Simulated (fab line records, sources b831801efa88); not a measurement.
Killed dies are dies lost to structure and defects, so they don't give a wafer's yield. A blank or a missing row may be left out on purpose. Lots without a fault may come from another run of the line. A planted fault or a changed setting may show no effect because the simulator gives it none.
fab line records | flow sky130
record lots=6 wafers=18 last_day=50
route steps=708 shown LI_CONTACT@380 LOCAL_INTERCONNECT@387
lots that met no fault: from a run of the same line without faults
start_h: hours from the record's first day to the start of the lot's first wafer shown | wait_h: hours since the lot's step before | " the same as in the row above | L1.1+2: a row that stands for several wafers | - no value, or no start given | * or withheld: withheld | < > ~ a bound
route shown NAME@n: a module of which the file shows steps, and the number in the route of the first | usual: mean/standard deviation of fault-free wafers | same: alike in all rows | chamber/n: place in a boat | sites: the reading at each site | _std_site: their standard deviation | _edge_site: outer sites' mean less inner sites' | radius_mm: how far each site lies from the wafer's centre | mask NAME#n: copy n | behind: the tool/chamber that last shaped the wafer | hold: why the lot was held/for how many hours/how that ended | device: the transistor (n, p or np) that didn't switch | end of line: the same wafers' tests at the end of the route | a step without rows: its recipe alone | killed: dies lost to structure and defects at the first sort, not the wafer's yield | map: a wafer's dies, x killed, . not, _ none there
set.NAME: the setting as run; set.NAME@STEP: as run at that earlier step | model.NAME: the simulator's own value behind a step, which no gauge read
lots at some steps of the route; a table a step, a row a wafer
services: from which hour (start_h, from the record's first day; less than 0 if before it) a tool's chamber was out of use, for how many hours, and why
## steps
# step SKY_LI_CONTACT_PRE_CLEAN_18
# recipe gas=Ar time_s=5.6 bias_v=358
# step SKY_LI_CONTACT_SPUTTER_19
# recipe material=Ti target_thk_nm=20 chamber_pressure_pa=5 power_w=2500 substrate_temp_c=200 time_s=106.37
# usual throttle_valve_pct=29.9/1
# columns lot.wafer tool chamber start_h wait_h throttle_valve_pct
L788.1 pvd_sputter-03 - 713.40 0.0 29.5
L788.4 " - " " 28.1
L788.6 " - " " 29.5
L795.2 pvd_sputter-03 - 776.60 0.0 30.8
L795.3 " - " " 30.9
L795.4 " - " " 29.2
L802.2 pvd_sputter-03 - 806.69 0.0 29.6
L802.5 " - " " 30.5
L802.6 " - " " 28.6
L801.1 pvd_sputter-02 - 810.69 0.0 31.3
L801.3 " - " " 31.5
L801.4 " - " " 31.2
L804.1 pvd_sputter-02 - 841.59 0.0 31.6
L804.3 " - " " 31.3
L804.6 " - " " 29.8
L807.1 pvd_sputter-03 - 843.50 0.0 31.2
L807.3 " - " " 28.7
L807.5 " - " " 31.0
# step SKY_LI_CONTACT_SPUTTER_20
# recipe material=TiN target_thk_nm=20 chamber_pressure_pa=5 power_w=4000 time_s=80
# usual throttle_valve_pct=29.9/1
# columns lot.wafer tool chamber start_h wait_h throttle_valve_pct
L788.1 pvd_sputter-03 - 713.48 0.0 29.8
L788.4 " - " " 28.4
L788.6 " - " " 29.1
L795.2 pvd_sputter-03 - 776.68 0.0 30.6
L795.3 " - " " 31.1
L795.4 " - " " 29.6
L802.2 pvd_sputter-03 - 806.77 0.0 29.2
L802.5 " - " " 30.4
L802.6 " - " " 28.5
L801.1 pvd_sputter-02 - 810.77 0.0 31.2
L801.3 " - " " 31.3
L801.4 " - " " 31.5
L804.1 pvd_sputter-02 - 841.67 0.0 31.5
L804.3 " - " " 31.3
L804.6 " - " " 30.1
L807.1 pvd_sputter-03 - 843.58 0.0 31.2
L807.3 " - " " 28.3
L807.5 " - " " 31.0
# step SKY_LI_CONTACT_CVD_21
# recipe material=W target_thk_nm=400 time_s=120.56 temp_c=400 pressure_torr=40
# step SKY_LI_CONTACT_RS_MEAS_22
# recipe thk_meas_gauge=four-point-probe reads=W_of_LI_CONTACT_CVD_21+TiN_of_LI_CONTACT_SPUTTER_20+Ti_of_LI_CONTACT_SPUTTER_19
# usual LI_CONTACT_W_RS=0.2848/0.0026
# columns lot.wafer tool chamber start_h wait_h LI_CONTACT_W_RS[ohm/sq]
L788.1 film_metro-01 - 713.66 0.1 0.2824
L788.4 " - " " 0.2843
L788.6 " - " " 0.2816
L795.2 film_metro-04 - 776.88 0.1 0.2849
L795.3 " - " " 0.2849
L795.4 " - " " 0.2828
L802.2 film_metro-04 - 806.97 0.1 0.2825
L802.5 " - " " 0.2831
L802.6 " - " " 0.2836
L801.1 film_metro-01 - 810.95 0.1 0.2829
L801.3 " - " " 0.2862
L801.4 " - " " 0.2863
L804.1 film_metro-01 - 841.87 0.1 0.2827
L804.3 " - " " 0.2828
L804.6 " - " " 0.2847
L807.1 film_metro-01 - 843.76 0.1 0.2904
L807.3 " - " " 0.2870
L807.5 " - " " 0.2825
# step SKY_LI_CONTACT_THK_MEAS_23
# recipe thk_meas_gauge=xrf reads=W_of_LI_CONTACT_CVD_21
# usual LI_CONTACT_W_THK=405/4.5
# columns lot.wafer tool chamber start_h wait_h LI_CONTACT_W_THK[nm]
L788.1 film_metro-01 - 713.78 0.1 415
L788.4 " - " " 404
L788.6 " - " " 409
L795.2 film_metro-04 - 776.99 0.1 406
L795.3 " - " " 404
L795.4 " - " " 405
L802.2 film_metro-04 - 807.08 0.1 412
L802.5 " - " " 412
L802.6 " - " " 408
L801.1 film_metro-01 - 811.07 0.1 406
L801.3 " - " " 403
L801.4 " - " " 404
L804.1 film_metro-01 - 841.99 0.1 410
L804.3 " - " " 408
L804.6 " - " " 407
L807.1 film_metro-01 - 843.88 0.1 399
L807.3 " - " " 403
L807.5 " - " " 412
# step SKY_LI_CONTACT_CMP_24
# recipe stop_on=PSG t_overpolish_s=20 down_force_psi=3.5 platen_rpm=60 target_thk_nm=0 pad_velocity_m_s=0.94248
# usual motor_current_A=11.7/1 overpolish_run_s=20.001/0.0087 time_to_endpoint_s=97/4.3
# columns lot.wafer tool chamber start_h wait_h motor_current_A overpolish_run_s time_to_endpoint_s
L788.1 cmp-01 3 713.84 0.1 11.2 20.003 101
L788.4 " 1 " " 10.9 19.989 97
L788.6 " 0 " " 11.2 20.008 103
L795.4 cmp-02 1 777.04 0.0 13.1 19.998 91
L795.3 " 2 " " 9.8 19.999 90
L795.2 " 3 " " 11.7 19.992 92
L802.2 cmp-02 3 807.18 0.1 11.4 19.993 100
L802.5 " 2 " " 10.7 20.006 97
L802.6 " 3 " " 11.6 20.019 98
L801.4 cmp-02 3 811.13 0.0 11.5 19.996 94
L801.1 " 0 " " 13.4 19.996 95
L801.3 " 2 " " 10.3 20.023 92
L804.1 cmp-02 1 842.05 0.1 12.3 19.996 93
L804.3 " 3 " " 11.9 19.992 99
L804.6 " 2 " " 11.1 19.996 98
L807.1 cmp-02 3 844.04 0.1 11.4 20.022 94
L807.3 " 0 " " 13.1 20.008 99
L807.5 " 2 " " 10.6 20.000 97
# step SKY_LOCAL_INTERCONNECT_SPUTTER_00
# recipe material=TiN target_thk_nm=100 temp_c=300 power_w=6500 time_s=83.3 chamber_pressure_pa=0.4
# usual throttle_valve_pct=29.9/1.2
# columns lot.wafer tool chamber start_h wait_h throttle_valve_pct
L788.1 pvd_sputter-01 - 714.14 0.2 29.0
L788.4 " - " " 30.0
L788.6 " - " " 28.4
L795.2 pvd_sputter-04 - 777.34 0.1 29.0
L795.3 " - " " 30.1
L795.4 " - " " 32.2
L802.2 pvd_sputter-04 - 807.43 0.2 28.7
L802.5 " - " " 30.4
L802.6 " - " " 28.7
L801.1 pvd_sputter-04 - 811.43 0.2 28.6
L801.3 " - " " 31.9
L801.4 " - " " 28.8
L804.1 pvd_sputter-02 - 842.35 0.2 31.4
L804.3 " - " " 30.0
L804.6 " - " " 31.1
L807.1 pvd_sputter-04 - 844.24 0.1 30.3
L807.3 " - " " 28.9
L807.5 " - " " 30.3
# step SKY_LOCAL_INTERCONNECT_RS_MEAS_01
# recipe thk_meas_gauge=four-point-probe reads=TiN_of_LOCAL_INTERCONNECT_SPUTTER_00
# usual LOCAL_INTERCONNECT_TIN_RS=14.12/0.14
# columns lot.wafer tool chamber start_h wait_h LOCAL_INTERCONNECT_TIN_RS[ohm/sq]
L788.1 film_metro-04 - 714.21 0.0 14.04
L788.4 " - " " 14.51
L788.6 " - " " 14.23
L795.2 film_metro-02 - 777.43 0.1 14.18
L795.3 " - " " 14.26
L795.4 " - " " 14.15
L802.2 film_metro-04 - 807.52 0.1 14.03
L802.5 " - " " 14.26
L802.6 " - " " 14.06
L801.1 film_metro-04 - 811.50 0.0 14.02
L801.3 " - " " 13.97
L801.4 " - " " 13.96
L804.1 film_metro-02 - 842.41 0.0 14.15
L804.3 " - " " 14.19
L804.6 " - " " 14.17
L807.1 film_metro-03 - 844.31 0.0 14.25
L807.3 " - " " 14.22
L807.5 " - " " 14.20
# step SKY_LOCAL_INTERCONNECT_THK_MEAS_02
# recipe thk_meas_gauge=xrf reads=TiN_of_LOCAL_INTERCONNECT_SPUTTER_00
# usual LOCAL_INTERCONNECT_TIN_THK=100.9/1
# columns lot.wafer tool chamber start_h wait_h LOCAL_INTERCONNECT_TIN_THK[nm]
L788.1 film_metro-04 - 714.33 0.1 100.9
L788.4 " - " " 98.1
L788.6 " - " " 100.0
L795.2 film_metro-02 - 777.54 0.1 101.2
L795.3 " - " " 100.5
L795.4 " - " " 101.4
L802.2 film_metro-04 - 807.63 0.1 101.5
L802.5 " - " " 99.8
L802.6 " - " " 101.2
L801.1 film_metro-04 - 811.62 0.1 101.8
L801.3 " - " " 101.7
L801.4 " - " " 102.4
L804.1 film_metro-02 - 842.53 0.1 101.2
L804.3 " - " " 100.1
L804.6 " - " " 100.8
L807.1 film_metro-03 - 844.43 0.1 100.2
L807.3 " - " " 100.8
L807.5 " - " " 100.5
# step SKY_LOCAL_INTERCONNECT_DEHYDRATE_03
# recipe temp_c=200 time_s=60
# step SKY_LOCAL_INTERCONNECT_HMDS_04
# recipe prime_time_s=60 prime_temp_c=120
# step SKY_LOCAL_INTERCONNECT_COAT_05
# recipe resist=BARC temp_c=withheld time_s=withheld spin_rpm=3000 resist_thk_nm=60
# usual spin_speed_rpm=3000.0/2.1
# columns lot.wafer tool chamber start_h wait_h spin_speed_rpm
L788.1 litho_track-02 0 727.83 0.1 3002.4
L788.4 " 0 " " 3000.7
L788.6 " 0 " " 3000.5
L795.2 litho_track-03 0 790.74 0.1 3002.7
L795.3 " 0 " " 3004.2
L795.4 " 0 " " 2999.8
L802.2 litho_track-03 0 819.39 0.1 2674.9
L802.5 " 0 " " 2676.9
L802.6 " 0 " " 2676.7
L801.1 litho_track-03 0 822.47 0.1 2678.3
L801.3 " 0 " " 2679.2
L801.4 " 0 " " 2681.1
L804.1 litho_track-01 0 857.17 0.1 3002.6
L804.3 " 0 " " 2999.3
L804.6 " 0 " " 2999.6
L807.1 litho_track-02 0 859.58 0.1 2996.7
L807.3 " 0 " " 2998.9
L807.5 " 0 " " 3003.4
# step SKY_LOCAL_INTERCONNECT_COAT_06
# recipe resist=KrF-thick spin_rpm=3019 resist_thk_nm=450
# step SKY_LOCAL_INTERCONNECT_SOFTBAKE_07
# recipe temp_c=100 time_s=90 resist=KrF-thick
# step SKY_LOCAL_INTERCONNECT_EXPOSE_08
# recipe mask_id=LI1M na=0.8 source_shape=annular sigma_inner=0.55 sigma_outer=0.85 target_cd_nm=170 dose_mj=28
# step SKY_LOCAL_INTERCONNECT_PEB_09
# recipe peb_temp_c=withheld peb_time_s=withheld resist=KrF-thick
# step SKY_LOCAL_INTERCONNECT_DEVELOP_10
# recipe develop_time_s=60 resist=KrF-thick dev_temp_c=21
# step SKY_LOCAL_INTERCONNECT_CD_MEAS_11
# recipe target_cd_nm=170
# usual cd_nm=170.3/1.4
# columns lot.wafer tool chamber start_h wait_h cd_nm
L788.1 cd_sem-02 - 740.87 - 168.2
L788.4 " - " " 169.1
L788.6 " - " " 170.0
L795.2 cd_sem-01 - 804.54 - 170.8
L795.3 " - " " 172.3
L795.4 " - " " 171.7
L802.2 cd_sem-02 - 835.39 - 170.6
L802.5 " - " " 170.6
L802.6 " - " " 171.7
L801.1 cd_sem-01 - 835.88 - 171.7
L801.3 " - " " 169.4
L801.4 " - " " 171.7
L804.1 cd_sem-02 - 868.33 - 172.7
L804.3 " - " " 171.4
L804.6 " - " " 172.7
L807.1 cd_sem-02 - 870.42 - 171.6
L807.3 " - " " 171.4
L807.5 " - " " 170.3
# step SKY_LOCAL_INTERCONNECT_OVL_MEAS_12
# usual LOCAL_INTERCONNECT_OVL=-2/5.4
# columns lot.wafer tool chamber start_h wait_h LOCAL_INTERCONNECT_OVL[nm]
L788.1 overlay-02 - 740.99 0.1 -11
L788.4 " - " " -11
L788.6 " - " " -6
L795.2 overlay-02 - 804.64 0.1 -4
L795.3 " - " " -7
L795.4 " - " " 2
L802.2 overlay-01 - 835.49 0.1 -6
L802.5 " - " " -6
L802.6 " - " " -8
L801.1 overlay-02 - 836.00 0.1 -5
L801.3 " - " " 2
L801.4 " - " " -1
L804.1 overlay-02 - 868.45 0.1 -6
L804.3 " - " " -4
L804.6 " - " " -3
L807.1 overlay-02 - 870.54 0.1 -5
L807.3 " - " " -6
L807.5 " - " " -2
# step SKY_LOCAL_INTERCONNECT_ETCH_13
# recipe chemistry=N2/H2 target=BARC ion_energy_ev=200 bias_w=100 pressure_mtorr=30 n2_flow_sccm=100 h2_flow_sccm=200 icp_w=500 stop_on=SiO2 time_s=45.9 target_depth_a=600
# usual drypump_motor_current_A=5.9/0.36 oes_product_au=0.854/0.0047 rf_fwd_power_W=493.6/1.8 throttle_valve_pct=13.225/0.0094
# columns lot.wafer tool chamber start_h wait_h drypump_motor_current_A oes_product_au rf_fwd_power_W rf_hours_counter_h throttle_valve_pct model.etch.depth_nm
L788.1 rie_metal-03 1 741.02 0.0 6.0 0.852 491.1 8 13.227 60.12
L788.4 " 0 " " 5.5 0.853 497.4 - 13.227 59.93
L788.6 " 0 " " 5.5 0.848 494.6 - 13.209 60
L795.2 rie_metal-04 1 804.67 0.0 6.4 0.856 495.2 2 13.241 60.09
L795.3 " 0 " " 5.3 0.853 495.1 - 13.244 60.09
L795.4 " 1 " " 6.4 0.857 492.7 - 13.228 60.07
L802.2 rie_metal-03 0 835.52 0.0 5.5 0.885 494.0 13 13.233 63.5
L802.5 " 1 " " 6.0 0.879 494.9 - 13.229 63.28
L802.6 " 0 " " 5.5 0.883 491.7 - 13.220 63.33
L801.1 rie_metal-04 1 836.04 0.0 6.4 0.880 495.4 3 13.227 63.56
L801.3 " 0 " " 5.4 0.872 493.6 - 13.234 63.5
L801.4 " 1 " " 6.4 0.882 495.4 - 13.236 63.49
L804.1 rie_metal-02 0 868.49 0.0 5.9 0.854 493.0 6 13.220 60.09
L804.3 " 1 " " 6.1 0.841 493.7 - 13.231 60.02
L804.6 " 0 " " 5.9 0.853 496.8 - 13.215 60.15
L807.1 rie_metal-03 1 870.57 0.0 6.0 0.859 490.3 14 13.224 60.37
L807.3 " 0 " " 5.5 0.855 491.8 - 13.219 60.33
L807.5 " 0 " " 5.5 0.852 492.0 - 13.234 60.38
# step SKY_LOCAL_INTERCONNECT_METAL_ETCH_14
# recipe target_depth_nm=110 stop_on=PSG chemistry=Cl2/BCl3 target=TiN resist_sidewall_deg=88 pressure_mtorr=10 icp_w=900 bias_w=48.5 Cl2_flow_sccm=60 bcl3_flow_sccm=30 time_s=31.4
# usual drypump_motor_current_A=5.9/0.36 oes_product_au=0.942/0.0065 rf_fwd_power_W=886/3.4 throttle_valve_pct=21.900/0.0097
# columns lot.wafer tool chamber start_h wait_h drypump_motor_current_A oes_product_au rf_fwd_power_W rf_hours_counter_h throttle_valve_pct
L788.1 rie_metal-03 1 741.09 0.0 6.0 0.946 884 9 21.898
L788.4 " 0 " " 5.5 0.920 889 - 21.899
L788.6 " 0 " " 5.5 0.943 886 - 21.903
L795.2 rie_metal-04 1 804.74 0.0 6.4 0.935 886 2 21.889
L795.3 " 0 " " 5.3 0.937 884 - 21.888
L795.4 " 1 " " 6.4 0.945 885 - 21.911
L802.2 rie_metal-03 0 835.59 0.0 5.5 0.955 892 13 21.905
L802.5 " 1 " " 5.9 0.936 885 - 21.898
L802.6 " 0 " " 5.5 0.948 890 - 21.890
L801.1 rie_metal-04 1 836.10 0.0 6.4 0.941 889 4 21.895
L801.3 " 0 " " 5.3 0.944 881 - 21.896
L801.4 " 1 " " 6.4 0.949 889 - 21.878
L804.1 rie_metal-02 0 868.55 0.0 5.9 0.941 886 6 21.900
L804.3 " 1 " " 6.1 0.947 891 - 21.904
L804.6 " 0 " " 5.9 0.938 886 - 21.901
L807.1 rie_metal-03 1 870.64 0.0 6.0 0.939 882 14 21.910
L807.3 " 0 " " 5.5 0.934 892 - 21.906
L807.5 " 0 " " 5.5 0.947 892 - 21.921
## services
# columns tool chamber start_h hours kind
pvd_sputter-04 2 693.68 - consumable_replace:kit
pvd_sputter-04 2 693.68 18.0 scheduled_down
pvd_sputter-04 2 693.68 18.0 vent_cycle
rie_metal-04 1 716.12 - clean
cmp-01 - 733.81 0.3 repair
cmp-02 - 736.49 0.8 repair
cmp-01 - 737.50 6.0 pm
cmp-02 - 746.64 4.0 pm
cmp-02 - 750.64 - consumable_replace:conditioner
cmp-02 - 750.64 - consumable_replace:pad
pvd_sputter-01 - 768.33 2.6 repair
pvd_sputter-01 - 772.90 66.7 repair
pvd_sputter-01 - 777.03 4.0 repair
cmp-01 - 781.89 0.2 repair
pvd_sputter-01 - 786.09 5.0 repair
cmp-02 - 800.42 5.6 pm
pvd_sputter-02 1 809.22 - consumable_replace:kit
pvd_sputter-02 1 809.22 18.0 scheduled_down
pvd_sputter-02 1 809.22 18.0 vent_cycle
pvd_sputter-01 - 824.39 1.0 repair
rie_metal-04 - 829.42 0.5 repair
pvd_sputter-04 - 845.72 6.7 repair
cmp-01 - 851.20 0.4 repair
rie_metal-02 - 856.19 4.3 pm
## key
first_sign step=SKY_LOCAL_INTERCONNECT_COAT_05 reading=spin_speed_rpm direction=down sigmas=99+ usual=3000.0 struck=2677.8
effect step=SKY_LOCAL_INTERCONNECT_ETCH_13 reading=oes_product_au direction=up sigmas=5.5 usual=0.854 struck=0.880
model_effect step=SKY_LOCAL_INTERCONNECT_ETCH_13 value=etch.depth_nm without=59.93 struck=63.44
met_at SKY_LOCAL_INTERCONNECT_COAT_05
struck_wafers L801.1,L801.3,L801.4,L802.2,L802.5,L802.6
tester_left_out L801,L802
onset_between 790.74 819.39
fault kind=process_parameter_drift tool=litho_track-03 chamber=- onset_h=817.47 steps=SKY_LOCAL_INTERCONNECT_COAT_05 channel=spin_rpm offset=-323.27 shape=step end_h=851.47 acts_in=these_recipes_only stated=3000
# tester_left_out: of these lots the tester's yield and bins aren't shown, on N5 and GAA mostly nor the transistor test; their killed dies are dies lost to structure and defects alone, not to doping, threshold or leakage, so they don't give the yield
